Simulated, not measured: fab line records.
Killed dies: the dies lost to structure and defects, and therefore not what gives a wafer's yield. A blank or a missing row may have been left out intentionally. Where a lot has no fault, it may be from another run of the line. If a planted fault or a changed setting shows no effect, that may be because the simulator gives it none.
A lot that was struck, set against a sound lot    flow sky130    16 out of 708 route steps
Sound: wafers L661.3, L661.4, L661.5. Wafers struck: L670.1, L670.5. At the end, the cause is stated.
Per side, at each step with rows, come the tool, then ch with its chambers, and then its first start. Under that, the readings that differ: sound wafers    struck wafers    difference of the means    sigmas: that difference in standard deviations of wafers without a fault.
alike: readings whose means differ by less than 2 such deviations, and words and numbers that are the same on both sides. not compared: withheld readings, readings that some wafer has no value for, bounds like >300 that may hide the same value, and numbers for which the record gives no deviation and whose values overlap.
A row with sigmas, a row that says differs or no value, or rows on one side alone: a step with any of these is where the two part. Numbers that have no deviation but don't overlap get no sigmas and don't part them. A reading missing from all wafers of one side parts the sides only when that side holds two or more wafers.

first, 4 steps without rows for these wafers: SKY_LDD_N_IMPLANT_12; SKY_LDD_N_IMPLANT_13; SKY_LDD_N_IMPLANT_14; SKY_LDD_N_IMPLANT_15.
SKY_LDD_N_STRIP_16: strips in O2/N2.
  sound on plasma-asher-02 ch 0,1, day 23 10:55; struck on plasma-asher-02 ch 1, day 23 20:57
  alike: drypump-motor-current-A, oes-product-au, strip-time-to-endpoint-s
  not compared: rf-hours-counter-h
SKY_LDD_N_TW_MEAS_17:
  sound on film-metro-02, day 23 11:00; struck on film-metro-01, day 23 21:03
  alike: LDD_N_TW
then, 6 steps without rows for these wafers: SKY_LDD_P_DEHYDRATE_00 (time 60 s); SKY_LDD_P_HMDS_01 (prime time 60 s); SKY_LDD_P_COAT_02 (resist thk 1140 nm); SKY_LDD_P_SOFTBAKE_03 (time 60 s); SKY_LDD_P_EXPOSE_04 (exposes mask PSDM, target cd 380 nm); SKY_LDD_P_PEB_05.
SKY_LDD_P_DEVELOP_06: develop time 60 s.
  sound on litho-track-03 ch 0, day 24 16:03; struck on litho-track-03 ch 0, day 25 01:27
SKY_LDD_P_CD_MEAS_07: target cd 380 nm.
  sound on cd-sem-02, day 24 16:11; struck on cd-sem-01, day 25 01:36
reading     sound              struck       difference  sigmas
cd-nm (nm)  381.9 379.1 379.6  400.5 397.7  +18.9       +9
SKY_LDD_P_OVL_MEAS_08:
  sound on overlay-01, day 24 16:17; struck on overlay-01, day 25 01:43
  alike: LDD_P_OVL
-- record jumps: 25 days separate the struck wafers' starts on either side; left off in module LDD_P, taken up again in module PAD_OPEN, whose first shown step is the route's number 708 --
SKY_PAD_OPEN_PROBE_99:
  rows exist in the record for the struck wafers here (prober-02, day 49 19:12), but not for the sound ones

WHERE THEY PART
Last at SKY_PAD_OPEN_PROBE_99 as far as this record goes, first at SKY_LDD_P_CD_MEAS_07.

WHY: what the simulator had put in
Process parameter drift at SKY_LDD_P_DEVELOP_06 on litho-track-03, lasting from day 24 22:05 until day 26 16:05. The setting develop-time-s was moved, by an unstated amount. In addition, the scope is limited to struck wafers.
